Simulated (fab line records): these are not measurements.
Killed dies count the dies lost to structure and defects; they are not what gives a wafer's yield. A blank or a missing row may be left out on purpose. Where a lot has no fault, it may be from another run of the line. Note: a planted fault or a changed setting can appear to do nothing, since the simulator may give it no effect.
Which tool was responsible? :: flow gf180mcu :: 14 lots, 42 wafers sampled, at 3 steps of a route of 602

## WHAT EACH GAUGE READ, for each wafer
GF_V2_RS_MEAS_24: measures by four-point-probe.
lot: L158
measured: day 21 06:18
on: film metro-01
V2_W_RS (ohm/sq): 0.327 0.325 0.329

lot: L160
measured: day 21 21:51
on: film metro-01
V2_W_RS (ohm/sq): 0.335 0.332 0.333

lot: L161
measured: day 22 06:44
on: film metro-04
V2_W_RS (ohm/sq): 0.336 0.328 0.335

lot: L163
measured: day 23 11:37
on: film metro-03
V2_W_RS (ohm/sq): 0.337 0.324 0.338

lot: L164
measured: day 23 15:17
on: film metro-01
V2_W_RS (ohm/sq): 0.322 0.321 0.335

lot: L165
measured: day 23 20:57
on: film metro-03
V2_W_RS (ohm/sq): 0.324 0.327 0.332

lot: L166
measured: day 24 05:35
on: film metro-03
V2_W_RS (ohm/sq): 0.335 0.323 0.335

lot: L167
measured: day 24 08:49
on: film metro-03
V2_W_RS (ohm/sq): 0.327 0.341 0.330

lot: L168
measured: day 24 17:31
on: film metro-04
V2_W_RS (ohm/sq): 0.332 0.335 0.344

lot: L171
measured: day 25 19:58
on: film metro-03
V2_W_RS (ohm/sq): 0.335 0.333 0.325

lot: L175
measured: day 26 22:58
on: film metro-04
V2_W_RS (ohm/sq): 0.323 0.327 0.334

lot: L177
measured: day 27 13:50
on: film metro-04
V2_W_RS (ohm/sq): 0.333 0.325 0.334

lot: L178
measured: day 27 22:04
on: film metro-04
V2_W_RS (ohm/sq): 0.330 0.325 0.327

lot: L179
measured: day 28 04:37
on: film metro-03
V2_W_RS (ohm/sq): 0.325 0.334 0.325

## WHICH TOOL RAN EACH LOT (tool, then ch and the chambers of the sampled wafers, then the start)
lot: L158
GF_VT_IMPLANT_DEVELOP_17: litho track-04 ch 0, day 6 19:07
GF_CONTACT_STRIP_18: plasma asher-03 ch 0,1, day 16 23:07

lot: L160
GF_VT_IMPLANT_DEVELOP_17: litho track-01 ch 0, day 7 05:19
GF_CONTACT_STRIP_18: plasma asher-03 ch 0,1, day 17 14:40

lot: L161
GF_VT_IMPLANT_DEVELOP_17: litho track-01 ch 0, day 7 12:39
GF_CONTACT_STRIP_18: plasma asher-01 ch 0,1, day 17 23:26

lot: L163
GF_VT_IMPLANT_DEVELOP_17: litho track-04 ch 0, day 8 11:36
GF_CONTACT_STRIP_18: plasma asher-01 ch 0,1, day 19 05:20

lot: L164
GF_VT_IMPLANT_DEVELOP_17: litho track-04 ch 0, day 8 12:39
GF_CONTACT_STRIP_18: plasma asher-03 ch 0,1, day 19 09:16

lot: L165
GF_VT_IMPLANT_DEVELOP_17: litho track-04 ch 0, day 8 16:28
GF_CONTACT_STRIP_18: plasma asher-04 ch 0,1, day 19 16:41

lot: L166
GF_VT_IMPLANT_DEVELOP_17: litho track-04 ch 0, day 8 23:13
GF_CONTACT_STRIP_18: plasma asher-03 ch 0,1, day 20 01:23

lot: L167
GF_VT_IMPLANT_DEVELOP_17: litho track-03 ch 0, day 9 01:09
GF_CONTACT_STRIP_18: plasma asher-03 ch 0,1, day 20 05:40

lot: L168
GF_VT_IMPLANT_DEVELOP_17: litho track-03 ch 0, day 9 10:36
GF_CONTACT_STRIP_18: plasma asher-01 ch 0,1, day 20 13:01

lot: L171
GF_VT_IMPLANT_DEVELOP_17: litho track-01 ch 0, day 10 08:16
GF_CONTACT_STRIP_18: plasma asher-04 ch 0,1, day 21 19:26

lot: L175
GF_VT_IMPLANT_DEVELOP_17: litho track-01 ch 0, day 11 09:02
GF_CONTACT_STRIP_18: plasma asher-03 ch 0,1, day 23 02:02

lot: L177
GF_VT_IMPLANT_DEVELOP_17: litho track-01 ch 0, day 11 19:35
GF_CONTACT_STRIP_18: plasma asher-04 ch 0,1, day 23 17:11

lot: L178
GF_VT_IMPLANT_DEVELOP_17: litho track-01 ch 0, day 12 01:38
GF_CONTACT_STRIP_18: plasma asher-01 ch 0,1, day 24 03:02

lot: L179
GF_VT_IMPLANT_DEVELOP_17: litho track-01 ch 0, day 12 10:10
GF_CONTACT_STRIP_18: plasma asher-04 ch 0, day 24 11:02
- GF_VT_IMPLANT_DEVELOP_17: develop time 60 s.
- GF_CONTACT_STRIP_18: strips in O2/N2.

## WHAT THE TOOLS THEMSELVES READ (means of the sampled wafers that have a number; where no wafer has one, the mark that the record gives instead)
GF_VT_IMPLANT_DEVELOP_17.
lot: L158
tool: litho track-04
developer temp C (C): 23.13

lot: L160
tool: litho track-01
developer temp C (C): 23.05

lot: L161
tool: litho track-01
developer temp C (C): 23.02

lot: L163
tool: litho track-04
developer temp C (C): 23.02

lot: L164
tool: litho track-04
developer temp C (C): 22.93

lot: L165
tool: litho track-04
developer temp C (C): 22.14

lot: L166
tool: litho track-04
developer temp C (C): 22.19

lot: L167
tool: litho track-03
developer temp C (C): 23.09

lot: L168
tool: litho track-03
developer temp C (C): 22.92

lot: L171
tool: litho track-01
developer temp C (C): 22.96

lot: L175
tool: litho track-01
developer temp C (C): 23.05

lot: L177
tool: litho track-01
developer temp C (C): 23.13

lot: L178
tool: litho track-01
developer temp C (C): 23.04

lot: L179
tool: litho track-01
developer temp C (C): 23.04

GF_CONTACT_STRIP_18.
lot: L158
tool: plasma asher-03
drypump motor current A (A): 5.6
heater power w (W): 319
o2 flow sccm (sccm): 2999
oes product au (a.u.): 0.578

lot: L160
tool: plasma asher-03
drypump motor current A (A): 5.6
heater power w (W): 344
o2 flow sccm (sccm): 2996
oes product au (a.u.): 0.580

lot: L161
tool: plasma asher-01
drypump motor current A (A): 6.1
heater power w (W): 364
o2 flow sccm (sccm): 2993
oes product au (a.u.): 0.581

lot: L163
tool: plasma asher-01
drypump motor current A (A): 5.7
heater power w (W): 366
o2 flow sccm (sccm): 2993
oes product au (a.u.): 0.574

lot: L164
tool: plasma asher-03
drypump motor current A (A): 5.6
heater power w (W): 341
o2 flow sccm (sccm): 3006
oes product au (a.u.): 0.579

lot: L165
tool: plasma asher-04
drypump motor current A (A): 6.0
heater power w (W): 327
o2 flow sccm (sccm): 2998
oes product au (a.u.): 0.577

lot: L166
tool: plasma asher-03
drypump motor current A (A): 5.5
heater power w (W): 317
o2 flow sccm (sccm): 3002
oes product au (a.u.): 0.584

lot: L167
tool: plasma asher-03
drypump motor current A (A): 5.6
heater power w (W): 315
o2 flow sccm (sccm): 2997
oes product au (a.u.): 0.581

lot: L168
tool: plasma asher-01
drypump motor current A (A): 6.1
heater power w (W): 364
o2 flow sccm (sccm): 3003
oes product au (a.u.): 0.583

lot: L171
tool: plasma asher-04
drypump motor current A (A): 5.5
heater power w (W): 339
o2 flow sccm (sccm): 2993
oes product au (a.u.): 0.580

lot: L175
tool: plasma asher-03
drypump motor current A (A): 5.5
heater power w (W): 343
o2 flow sccm (sccm): 2999
oes product au (a.u.): 0.581

lot: L177
tool: plasma asher-04
drypump motor current A (A): 6.0
heater power w (W): 325
o2 flow sccm (sccm): 3004
oes product au (a.u.): 0.586

lot: L178
tool: plasma asher-01
drypump motor current A (A): 5.7
heater power w (W): 361
o2 flow sccm (sccm): 3016
oes product au (a.u.): 0.581

lot: L179
tool: plasma asher-04
drypump motor current A (A): 4.9
heater power w (W): 351
o2 flow sccm (sccm): 2997
oes product au (a.u.): 0.580

## THE ANSWER, worked out from the rows above alone
Rule: what is usual is taken from the lots themselves. Put in order of their means at a reading, lots are off if they are a third of the lots or fewer, leave a main group of 4 or more, and stand apart from it by a gap of 3 or more times the standard deviation of the main group's means; of several such gaps the widest counts. A main group is skipped when, at the precision printed for the reading in the tables above, its means are all equal. A lot without any number at a reading at which 4 lots or more have one is off too. Any other lot the step has rows for is counted as sound. After the gauges, taken in route order, come the tools' own readings; for these a lot's mean is taken, as printed above. At the first step where some lot is off, the reading lying furthest off is the one used; lots without a number count as furthest.
Off at GF_VT_IMPLANT_DEVELOP_17 (developer temp C): L165, L166. The main group: mean 23.03 C, standard deviation 0.066.
If a tool, at that step or one of the process steps before it, ran each lot that is off and ran no sound lot following the first of them, it fits. One candidate fits, namely litho track-04 at GF_VT_IMPLANT_DEVELOP_17. Its last sound lot is L164 (day 8 12:39), its first lot that is off L165 (day 8 16:28): a fault that began between those two fits.
The tool's own readings at GF_VT_IMPLANT_DEVELOP_17 bear it out: on the lots that are off they differ by more than 5 times the standard deviation of the sound lots' means. developer temp C reads 22.16 C there against 23.03 C on the sound lots.

## WHAT THE SIMULATOR HAD PUT IN
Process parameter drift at GF_VT_IMPLANT_DEVELOP_17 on litho track-04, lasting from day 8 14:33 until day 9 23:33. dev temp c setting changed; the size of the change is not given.
Lots struck among those shown: L165, L166. Same finding as the rule above.
